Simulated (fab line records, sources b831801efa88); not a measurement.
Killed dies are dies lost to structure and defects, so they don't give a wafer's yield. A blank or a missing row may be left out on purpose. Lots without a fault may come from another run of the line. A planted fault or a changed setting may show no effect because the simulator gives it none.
Which tool did it? | flow gf180mcu | 12 lots, 36 wafers sampled, at 4 steps of a route of 602

WHAT THE GAUGES READ, wafer by wafer
GF_PSD_RS_MEAS_15: measures by four-point-probe. Usual: PSD_RS 108.53 ohm/sq, standard deviation 0.29.
lot  | measured     | on            | PSD_RS (ohm/sq)      | flag
L636 | day 14 01:08 | film_metro-03 | 108.66 108.05 108.44 |
L638 | day 14 19:13 | film_metro-03 | 108.20 108.49 108.70 |
L639 | day 14 23:40 | film_metro-03 | 108.44 108.63 108.64 |
L641 | day 15 17:49 | film_metro-01 | 108.71 108.38 108.79 |
L642 | day 16 10:09 | film_metro-03 | 108.94 108.29 108.80 |
L643 | day 16 22:32 | film_metro-02 | 108.53 108.33 108.40 |
L647 | day 18 07:23 | film_metro-03 | 109.12 108.86 108.64 |
L651 | day 20 00:22 | film_metro-02 | 114.87 114.41 114.26 | OFF
L652 | day 20 09:31 | film_metro-02 | 114.76 114.82 114.45 | OFF
L655 | day 21 05:25 | film_metro-02 | 108.82 108.80 108.82 |
L656 | day 21 06:17 | film_metro-01 | 108.89 108.56 108.61 |
L658 | day 22 07:03 | film_metro-01 | 108.60 108.27 108.26 |

GF_CONTACT_BOW_MEAS_05. Usual: CONTACT_BOW 66 um, standard deviation 7.3.
lot  | measured     | on            | CONTACT_BOW (um) | flag
L636 | day 14 23:01 | film_metro-04 | 73 66 68         |
L638 | day 15 18:09 | film_metro-02 | 53 55 59         |
L639 | day 15 23:13 | film_metro-02 | 79 67 67         |
L641 | day 16 17:34 | film_metro-02 | 59 71 74         |
L642 | day 17 10:22 | film_metro-02 | 61 72 66         |
L643 | day 17 23:47 | film_metro-03 | 66 62 63         |
L647 | day 19 08:17 | film_metro-03 | 67 65 63         |
L651 | day 21 01:33 | film_metro-04 | 63 56 68         |
L652 | day 21 10:58 | film_metro-03 | 71 72 47         |
L655 | day 22 06:17 | film_metro-02 | 51 71 55         |
L656 | day 22 07:32 | film_metro-02 | 62 67 65         |
L658 | day 23 07:47 | film_metro-03 | 74 69 82         |

WHICH TOOL RAN EACH LOT (tool, then ch and the chambers of the sampled wafers, then the start)
lot  | GF_PSD_IMPLANT_09               | GF_PSD_STRIP_10
L636 | implanter-03 ch 0, day 14 00:34 | plasma_asher-01 ch 0,1, day 14 00:42
L638 | implanter-01 ch 0, day 14 18:38 | plasma_asher-04 ch 0,1, day 14 18:47
L639 | implanter-02 ch 0, day 14 23:05 | plasma_asher-04 ch 0,1, day 14 23:14
L641 | implanter-01 ch 0, day 15 17:14 | plasma_asher-02 ch 0,1, day 15 17:23
L642 | implanter-02 ch 0, day 16 09:35 | plasma_asher-02 ch 0,1, day 16 09:43
L643 | implanter-02 ch 0, day 16 21:53 | plasma_asher-04 ch 0,1, day 16 22:02
L647 | implanter-02 ch 0, day 18 06:49 | plasma_asher-04 ch 0,1, day 18 06:57
L651 | implanter-01 ch 0, day 19 23:49 | plasma_asher-01 ch 0,1, day 19 23:57
L652 | implanter-01 ch 0, day 20 08:56 | plasma_asher-01 ch 0,1, day 20 09:05
L655 | implanter-03 ch 0, day 21 04:52 | plasma_asher-02 ch 0,1, day 21 05:00
L656 | implanter-02 ch 0, day 21 05:43 | plasma_asher-01 ch 0,1, day 21 05:52
L658 | implanter-02 ch 0, day 22 06:30 | plasma_asher-04 ch 0,1, day 22 06:38
- GF_PSD_IMPLANT_09
- GF_PSD_STRIP_10: strips in O2/N2.

WHAT THE TOOLS THEMSELVES READ (means of the sampled wafers that have a number; where no wafer has one, the mark that the record gives instead)
GF_PSD_IMPLANT_09. Usual: beam_energy_keV 40.000, standard deviation 0.012.
lot  | tool         | beam_energy_keV | flag
L636 | implanter-03 | 39.997          |
L638 | implanter-01 | 39.995          |
L639 | implanter-02 | 39.988          |
L641 | implanter-01 | 40.003          |
L642 | implanter-02 | 40.008          |
L643 | implanter-02 | 39.986          |
L647 | implanter-02 | 40.009          |
L651 | implanter-01 | 35.834          | OFF
L652 | implanter-01 | 35.834          | OFF
L655 | implanter-03 | 39.997          |
L656 | implanter-02 | 39.998          |
L658 | implanter-02 | 40.013          |

GF_PSD_STRIP_10. Usual: drypump_motor_current_A 5.92 A, standard deviation 0.27; heater_power_w 341 W, standard deviation 26; o2_flow_sccm 2999 sccm, standard deviation 8.1; oes_product_au 0.592 a.u., standard deviation 0.0042; strip_time_to_endpoint_s 16.52 s, standard deviation 0.035.
lot  | tool            | drypump_motor_current_A (A) | heater_power_w (W) | o2_flow_sccm (sccm) | oes_product_au (a.u.) | strip_time_to_endpoint_s (s) | flag
L636 | plasma_asher-01 | 5.88                        | 336                | 3004                | 0.594                 | 16.58                        |
L638 | plasma_asher-04 | 5.73                        | 319                | 2996                | 0.591                 | 16.50                        |
L639 | plasma_asher-04 | 5.75                        | 316                | 3000                | 0.593                 | 16.47                        |
L641 | plasma_asher-02 | 6.17                        | 364                | 3004                | 0.588                 | 16.54                        |
L642 | plasma_asher-02 | 6.26                        | 370                | 2999                | 0.591                 | 16.52                        |
L643 | plasma_asher-04 | 5.97                        | 327                | 3004                | 0.593                 | 16.50                        |
L647 | plasma_asher-04 | 5.73                        | 315                | 3011                | 0.591                 | 16.53                        |
L651 | plasma_asher-01 | 5.88                        | 342                | 3002                | 0.596                 | 16.05                        | OFF
L652 | plasma_asher-01 | 5.88                        | 336                | 3007                | 0.600                 | 16.11                        | OFF
L655 | plasma_asher-02 | 6.18                        | 365                | 3005                | 0.592                 | 16.53                        |
L656 | plasma_asher-01 | 5.89                        | 336                | 2997                | 0.591                 | 16.55                        |
L658 | plasma_asher-04 | 5.75                        | 324                | 3005                | 0.593                 | 16.53                        |

THE ANSWER, worked out from the rows above alone
Rule: a lot is off if the mean of its wafers that have a number lies more than 3 standard deviations from the usual mean. A lot without any number at a reading at which 4 lots or more have one is off too. The other lots that the step has rows for count as sound. The gauges are gone through in route order, then the tools' own readings, and for those a lot's mean is taken as printed above. The first step at which some lot is off is used, and at that step the reading that is off furthest; a lot without a number counts as furthest.
Off: L651, L652, at GF_PSD_RS_MEAS_15 (PSD_RS).
A tool fits if, at a process step before that reading, it ran every lot that is off, and no sound lot after the first of them. The gauges at GF_PSD_RS_MEAS_15 aren't tried: what is off there is off at GF_PSD_IMPLANT_09 too, on other tools, and a gauge's error can't cause that. One fits: implanter-01 at GF_PSD_IMPLANT_09. Its last sound lot is L641 (day 15 17:14), its first lot that is off L651 (day 19 23:49): a fault that began between those two fits.
The tool's own readings at GF_PSD_IMPLANT_09 bear it out: on the lots that are off they differ by more than 5 times the standard deviation of the sound lots' means. beam_energy_keV reads 35.834 there against 39.999 on the sound lots.

WHAT THE SIMULATOR HAD PUT IN
Process parameter drift: implanter-01, from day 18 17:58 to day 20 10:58, at GF_PSD_IMPLANT_09. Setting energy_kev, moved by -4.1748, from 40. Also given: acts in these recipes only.
Lots struck among those shown: L651, L652. The rule above found the same.
